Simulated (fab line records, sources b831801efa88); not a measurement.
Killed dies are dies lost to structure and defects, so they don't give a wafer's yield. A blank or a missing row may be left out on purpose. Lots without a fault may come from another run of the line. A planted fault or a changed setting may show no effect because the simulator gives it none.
A struck lot beside a sound one | flow sky130 | 18 steps out of a route of 708
Sound: wafers L179.1, L179.4, L179.5. Struck: wafers L186.2, L186.5. (L186.6 of the same lot was not struck and is left out.) The cause comes at the end.
At each step with rows: each side's tool, then ch and its chambers, then its first start. Under that, the readings that differ: sound wafers | struck wafers | difference of the means | sigmas: that difference in standard deviations of wafers without a fault.
alike: readings whose means differ by less than 2 such deviations, and words and numbers that are the same on both sides. not compared: withheld readings, readings that some wafer has no value for, bounds like >300 that may hide the same value, and numbers for which the record gives no deviation and whose values overlap.
The two part at a step that has a row with sigmas, a row that says differs or no value, or rows on one side only. Numbers that don't overlap but have no deviation are shown without sigmas and don't part them. A reading that every wafer of one side lacks parts them only if that side has two wafers or more.

first, 3 steps without rows for these wafers: SKY_VIA1_EXPOSE_09 (exposes mask VIM, target cd 150 nm); SKY_VIA1_PEB_10; SKY_VIA1_DEVELOP_11 (develop time 60 s).
SKY_VIA1_CD_MEAS_12: target cd 150 nm.
  sound on cd_sem-02, day 36 22:51; struck on cd_sem-02, day 39 21:48
  alike: cd_nm
SKY_VIA1_OVL_MEAS_13:
  sound on overlay-02, day 36 22:58; struck on overlay-01, day 39 21:54
  alike: VIA1_OVL
SKY_VIA1_ETCH_14: etches BARC in N2/H2, stops on SiO2, time 45.9 s, target depth 60 nm.
  sound on rie_diel-02 ch 0,3, day 36 23:01; struck on rie_diel-01 ch 0,2, day 39 21:56
  alike: chamber_pressure_mTorr, drypump_motor_current_A, oes_product_au, throttle_valve_pct
  not compared: rf_hours_counter_h
SKY_VIA1_ETCH_15: etches SiO2 in C4F8/O2/Ar, stops on TiN, target depth 351 nm, time 54 s.
  sound on rie_diel-02 ch 0,3, day 36 23:03; struck on rie_diel-01 ch 0,2, day 39 21:59
  alike: chamber_pressure_mTorr, oes_product_au
  not compared: rf_hours_counter_h
SKY_VIA1_STRIP_16: strips in O2/N2.
  sound on plasma_asher-02 ch 0,1, day 36 23:06; struck on plasma_asher-02 ch 1, day 39 22:01
  reading                      | sound             | struck      | difference | sigmas
  strip_time_to_endpoint_s (s) | 4.440 4.427 4.425 | 4.470 4.506 | +0.057     | +3
  alike: chamber_pressure_mTorr, drypump_motor_current_A, oes_product_au
  not compared: rf_hours_counter_h
then, 3 steps without rows for these wafers: SKY_VIA1_STRIP_17 (strips in post etch residue remover, time 1200 s); SKY_VIA1_CLEAN_18 (cleans in IPA, time 180 s); SKY_VIA1_CLEAN_19 (cleans in O3/DIW).
SKY_VIA1_SPUTTER_20: material TiN, target thk 20 nm, time 80 s.
  sound on pvd_sputter-03, day 36 23:41; struck on pvd_sputter-02, day 39 22:37
  alike: throttle_valve_pct
SKY_VIA1_CVD_21: deposits W, target thk 270 nm, time 80.902 s.
  sound on cvd_w-02 ch 0,1, day 36 23:46; struck on cvd_w-02 ch 0, day 39 22:41
  reading                            | sound             | struck    | difference | sigmas
  model.W_of_VIA1_CVD_21.thk_nm (nm) | 266.9 269.2 265.2 | 349.9 349 | +82.4      |
  alike: heater_power_w, susceptor_temp_C
SKY_VIA1_RS_MEAS_22: measures by four-point-probe.
  sound on film_metro-04, day 36 23:51; struck on film_metro-02, day 39 22:48
  reading            | sound             | struck      | difference | sigmas
  VIA1_W_RS (ohm/sq) | 0.432 0.428 0.435 | 0.327 0.328 | -0.104     | -23
SKY_VIA1_THK_MEAS_23: measures by xrf.
  sound on film_metro-04, day 36 23:58; struck on film_metro-02, day 39 22:55
  reading         | sound             | struck      | difference | sigmas
  VIA1_W_THK (nm) | 262.3 264.5 261.6 | 346.3 343.9 | +82.3      | +28
SKY_VIA1_CMP_24: polishes, stops on SiO2, t overpolish 15 s, target thk 0 nm.
  sound on cmp-01 ch 0,2,3, day 37 00:05; struck on cmp-01 ch 0, day 39 23:01
  reading                | sound    | struck | difference | sigmas
  time_to_endpoint_s (s) | 65 63 65 | 79 80  | +15        | +5
  alike: edge_zone_pressure_frac, motor_current_A
SKY_METAL2_SPUTTER_00: material Ti, target thk 15 nm, time 10 s.
  sound on pvd_sputter-04, day 37 00:20; struck on pvd_sputter-04, day 39 23:16
  alike: throttle_valve_pct
-- the record jumps here: 10 days lie between the struck wafers' starts before and after (it left off in module METAL2 and takes up again in module PAD_OPEN, whose first step shown is number 708 of the route) --
SKY_PAD_OPEN_PROBE_99:
  sound on prober-02, day 48 06:57; struck on prober-01, day 50 08:42
  reading         | sound | struck | difference | sigmas
  killed_at_other | 0 2 1 | 0 0    | -1         | -2
  alike: defect_limited_yield, killed_at_M0_to_M3, killed_at_M4_up, killed_at_contacts, killed_at_front_end, killed_dies, killed_open, killed_short, sort_bin_3_pad_short, sort_bin_5_function, sort_bin_6_memory, sort_n_pass, sort_yield_pct

WHERE THEY PART
First at SKY_VIA1_STRIP_16; last, within this record, at SKY_PAD_OPEN_PROBE_99.

WHY: what the simulator had put in
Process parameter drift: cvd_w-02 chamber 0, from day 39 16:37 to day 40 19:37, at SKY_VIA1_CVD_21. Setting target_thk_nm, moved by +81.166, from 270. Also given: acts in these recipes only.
